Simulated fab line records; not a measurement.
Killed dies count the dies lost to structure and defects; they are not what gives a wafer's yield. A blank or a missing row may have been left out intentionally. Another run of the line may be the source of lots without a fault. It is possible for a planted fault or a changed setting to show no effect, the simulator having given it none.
Which of the tools did it? + flow gf180mcu + Sampling: 13 lots, 39 wafers, 5 of 602 route steps

== WHAT EACH GAUGE READ, for each wafer ==
GF_STI_THK_MEAS_24. Usual: STI_CVD_23_THK 647 nm, standard deviation 7.6.
| lot  | measured    | on            | STI_CVD_23_THK (nm) | flag |
|------|-------------|---------------|---------------------|------|
| L181 | day 2 03:48 | film-metro-02 | 650 648 644         |      |
| L182 | day 2 08:48 | film-metro-04 | 637 637 635         |      |
| L183 | day 2 13:51 | film-metro-02 | 652 651 637         |      |
| L184 | day 2 23:32 | film-metro-01 | 647 639 645         |      |
| L185 | day 2 23:35 | film-metro-02 | 646 643 633         |      |
| L186 | day 3 09:07 | film-metro-04 | 643 648 640         |      |
| L188 | day 3 21:21 | film-metro-02 | 643 642 646         |      |
| L191 | day 4 08:53 | film-metro-04 | 647 649 644         |      |
| L192 | day 4 12:31 | film-metro-01 | 640 639 649         |      |
| L194 | day 4 21:48 | film-metro-01 | 638 633 657         |      |
| L201 | day 6 11:35 | film-metro-04 | 637 648 639         |      |
| L203 | day 6 21:04 | film-metro-01 | 649 645 647         |      |
| L204 | day 7 01:44 | film-metro-01 | 649 663 654         |      |

GF_LVPWELL_TW_MEAS_11. Usual: LVPWELL_TW 557, standard deviation 5.8.
| lot  | measured    | on            | LVPWELL_TW  | flag |
|------|-------------|---------------|-------------|------|
| L181 | day 3 20:51 | film-metro-03 | 553 551 550 |      |
| L182 | day 4 01:22 | film-metro-04 | 562 560 562 |      |
| L183 | day 4 09:29 | film-metro-03 | 552 552 553 |      |
| L184 | day 4 22:29 | film-metro-04 | 561 559 559 |      |
| L185 | day 4 23:56 | film-metro-02 | 563 566 564 |      |
| L186 | day 5 06:23 | film-metro-04 | 559 560 560 |      |
| L188 | day 5 21:32 | film-metro-04 | 559 561 561 |      |
| L191 | day 6 06:38 | film-metro-03 | 556 553 553 |      |
| L192 | day 6 12:41 | film-metro-02 | 561 564 564 |      |
| L194 | day 6 21:33 | film-metro-02 | 527 528 526 | OFF  |
| L201 | day 8 14:28 | film-metro-03 | 551 553 550 |      |
| L203 | day 9 02:11 | film-metro-03 | 551 547 548 |      |
| L204 | day 9 06:48 | film-metro-03 | 546 545 548 |      |

GF_VT_IMPLANT_OVL_MEAS_18. Usual: VT_IMPLANT_01_OVL -0.6 nm, standard deviation 1.3.
| lot  | measured     | on         | VT_IMPLANT_01_OVL (nm) | flag |
|------|--------------|------------|------------------------|------|
| L181 | day 6 05:30  | overlay-02 | -2.1 -0.8 -1.6         |      |
| L182 | day 6 09:50  | overlay-01 | -0.7 -1.0 1.4          |      |
| L183 | day 6 21:07  | overlay-01 | -1.0 -1.8 -0.2         |      |
| L184 | day 7 10:41  | overlay-02 | -3.5 0.4 -0.4          |      |
| L185 | day 7 14:13  | overlay-01 | 0.5 1.5 3.3            |      |
| L186 | day 7 19:35  | overlay-02 | -0.1 0.5 1.6           |      |
| L188 | day 8 12:50  | overlay-02 | -2.4 -0.7 -1.4         |      |
| L191 | day 8 23:52  | overlay-01 | -0.6 -0.9 -1.1         |      |
| L192 | day 9 05:34  | overlay-01 | 0.0 0.6 0.6            |      |
| L194 | day 9 15:19  | overlay-02 | 2.4 0.4 0.9            |      |
| L201 | day 11 14:16 | overlay-02 | -0.7 -1.1 1.1          |      |
| L203 | day 12 02:29 | overlay-01 | 0.3 0.2 0.2            |      |
| L204 | day 12 08:00 | overlay-01 | 1.1 1.1 2.2            |      |

== EACH LOT AND THE TOOL THAT RAN IT (in order: tool; ch and the chambers of the sampled wafers; start) ==
| lot  | GF_NWELL_STRIP_10                   | GF_LVPWELL_STRIP_10                 |
|------|-------------------------------------|-------------------------------------|
| L181 | plasma-asher-04 ch 0,1, day 3 07:17 | plasma-asher-03 ch 0,1, day 3 20:46 |
| L182 | plasma-asher-02 ch 0,1, day 3 11:23 | plasma-asher-02 ch 0,1, day 4 01:15 |
| L183 | plasma-asher-01 ch 0,1, day 3 19:17 | plasma-asher-03 ch 0,1, day 4 09:23 |
| L184 | plasma-asher-04 ch 0,1, day 4 08:46 | plasma-asher-04 ch 0,1, day 4 22:23 |
| L185 | plasma-asher-02 ch 0,1, day 4 09:28 | plasma-asher-03 ch 0,1, day 4 23:50 |
| L186 | plasma-asher-01 ch 0,1, day 4 15:34 | plasma-asher-02 ch 0,1, day 5 06:17 |
| L188 | plasma-asher-04 ch 0,1, day 5 06:32 | plasma-asher-03 ch 0,1, day 5 21:26 |
| L191 | plasma-asher-02 ch 0,1, day 5 15:37 | plasma-asher-03 ch 0,1, day 6 06:32 |
| L192 | plasma-asher-02 ch 0,1, day 5 21:14 | plasma-asher-02 ch 0,1, day 6 12:35 |
| L194 | plasma-asher-02 ch 0,1, day 6 05:34 | plasma-asher-02 ch 0,1, day 6 21:28 |
| L201 | plasma-asher-01 ch 0,1, day 7 21:59 | plasma-asher-04 ch 0,1, day 8 14:23 |
| L203 | plasma-asher-02 ch 0,1, day 8 08:26 | plasma-asher-02 ch 0,1, day 9 02:05 |
| L204 | plasma-asher-02 ch 0,1, day 8 13:38 | plasma-asher-04 ch 0,1, day 9 06:41 |
- GF_NWELL_STRIP_10: strips in O2/N2.
- GF_LVPWELL_STRIP_10: strips in O2/N2.

== WHAT THE TOOLS THEMSELVES READ (means of the sampled wafers that have a number; where no wafer has one, the mark that the record gives instead) ==
GF_NWELL_STRIP_10. Usual: drypump-motor-current-A 5.9 A, standard deviation 0.38; heater-power-w 316 W, standard deviation 16; n2-flow-sccm 300.1 sccm, standard deviation 0.96; o2-flow-sccm 3001 sccm, standard deviation 9; oes-product-au 0.723 a.u., standard deviation 0.0047; strip-time-to-endpoint-s 37.04 s, standard deviation 0.12.
| lot  | tool            | drypump-motor-current-A (A) | heater-power-w (W) | n2-flow-sccm (sccm) | o2-flow-sccm (sccm) | oes-product-au (a.u.) | strip-time-to-endpoint-s (s) | flag |
|------|-----------------|-----------------------------|--------------------|---------------------|---------------------|-----------------------|------------------------------|------|
| L181 | plasma-asher-04 | 5.5                         | 305                | 300.1               | 2996                | 0.726                 | 37.10                        |      |
| L182 | plasma-asher-02 | 6.2                         | 319                | 300.8               | 2990                | 0.719                 | 37.22                        |      |
| L183 | plasma-asher-01 | 5.8                         | 324                | 300.1               | 3005                | 0.724                 | 37.26                        |      |
| L184 | plasma-asher-04 | 5.5                         | 307                | 300.8               | 3014                | 0.722                 | 36.99                        |      |
| L185 | plasma-asher-02 | 6.3                         | 313                | 300.2               | 3000                | 0.724                 | 37.14                        |      |
| L186 | plasma-asher-01 | 5.8                         | 323                | 299.6               | 3000                | 0.721                 | 37.07                        |      |
| L188 | plasma-asher-04 | 5.5                         | 307                | 300.5               | 2994                | 0.720                 | 37.05                        |      |
| L191 | plasma-asher-02 | 6.1                         | 307                | 299.9               | 3006                | 0.721                 | 37.03                        |      |
| L192 | plasma-asher-02 | 6.1                         | 302                | 299.2               | 3001                | 0.729                 | 36.88                        |      |
| L194 | plasma-asher-02 | 6.3                         | 314                | 300.3               | 3003                | 0.965                 | -                            | OFF  |
| L201 | plasma-asher-01 | 5.8                         | 332                | 300.1               | 3010                | 0.725                 | 37.17                        |      |
| L203 | plasma-asher-02 | 6.1                         | 308                | 300.1               | 3009                | 0.722                 | 36.98                        |      |
| L204 | plasma-asher-02 | 6.1                         | 302                | 299.6               | 3016                | 0.722                 | 36.97                        |      |

GF_LVPWELL_STRIP_10. Usual: drypump-motor-current-A 5.8 A, standard deviation 0.6; heater-power-w 305 W, standard deviation 19; n2-flow-sccm 299.9 sccm, standard deviation 0.88; o2-flow-sccm 3000 sccm, standard deviation 8.6; oes-product-au 0.723 a.u., standard deviation 0.0044; strip-time-to-endpoint-s 37.00 s, standard deviation 0.11.
| lot  | tool            | drypump-motor-current-A (A) | heater-power-w (W) | n2-flow-sccm (sccm) | o2-flow-sccm (sccm) | oes-product-au (a.u.) | strip-time-to-endpoint-s (s) | flag |
|------|-----------------|-----------------------------|--------------------|---------------------|---------------------|-----------------------|------------------------------|------|
| L181 | plasma-asher-03 | 5.4                         | 286                | 300.0               | 3004                | 0.721                 | 36.93                        |      |
| L182 | plasma-asher-02 | 6.3                         | 313                | 300.7               | 2998                | 0.722                 | 37.02                        |      |
| L183 | plasma-asher-03 | 6.0                         | 297                | 299.6               | 3003                | 0.723                 | 37.13                        |      |
| L184 | plasma-asher-04 | 5.7                         | 316                | 300.2               | 2998                | 0.725                 | 37.12                        |      |
| L185 | plasma-asher-03 | 5.4                         | 285                | 300.1               | 2997                | 0.724                 | 37.14                        |      |
| L186 | plasma-asher-02 | 6.1                         | 301                | 299.8               | 2989                | 0.724                 | 37.14                        |      |
| L188 | plasma-asher-03 | 5.4                         | 287                | 299.8               | 2990                | 0.724                 | 37.01                        |      |
| L191 | plasma-asher-03 | 6.0                         | 298                | 300.3               | 3009                | 0.725                 | 37.03                        |      |
| L192 | plasma-asher-02 | 6.3                         | 316                | 300.3               | 3005                | 0.723                 | 36.89                        |      |
| L194 | plasma-asher-02 | 6.3                         | 316                | 299.8               | 3006                | 0.725                 | 42.31                        | OFF  |
| L201 | plasma-asher-04 | 5.7                         | 317                | 300.0               | 2997                | 0.722                 | 36.96                        |      |
| L203 | plasma-asher-02 | 6.1                         | 306                | 299.8               | 3001                | 0.727                 | 36.91                        |      |
| L204 | plasma-asher-04 | 5.7                         | 316                | 300.4               | 3000                | 0.721                 | 37.04                        |      |

== THE ANSWER, worked out from the rows above alone ==
Rule: lot off if the mean of its wafers having a number is beyond 3 standard deviations from the usual mean. A lot without any number at a reading at which 4 lots or more have one is off too. All remaining lots with rows at the step are treated as sound. After the gauges, taken in route order, come the tools' own readings; for these a lot's mean is taken, as printed above. The first step at which some lot is off is used, and at that step the reading that is off furthest; a lot without a number counts as furthest.
Off: L194, at GF_LVPWELL_TW_MEAS_11 (LVPWELL_TW).
If a tool, at a process step before that reading, ran all the lots that are off and no sound lot after the first of them, it fits. Not tried: the gauges at GF_LVPWELL_TW_MEAS_11; whatever is off there is also off at GF_NWELL_STRIP_10, on other tools, and gauge error can't account for it. No candidate that was tried fits.

== WHAT THE SIMULATOR PUT IN ==
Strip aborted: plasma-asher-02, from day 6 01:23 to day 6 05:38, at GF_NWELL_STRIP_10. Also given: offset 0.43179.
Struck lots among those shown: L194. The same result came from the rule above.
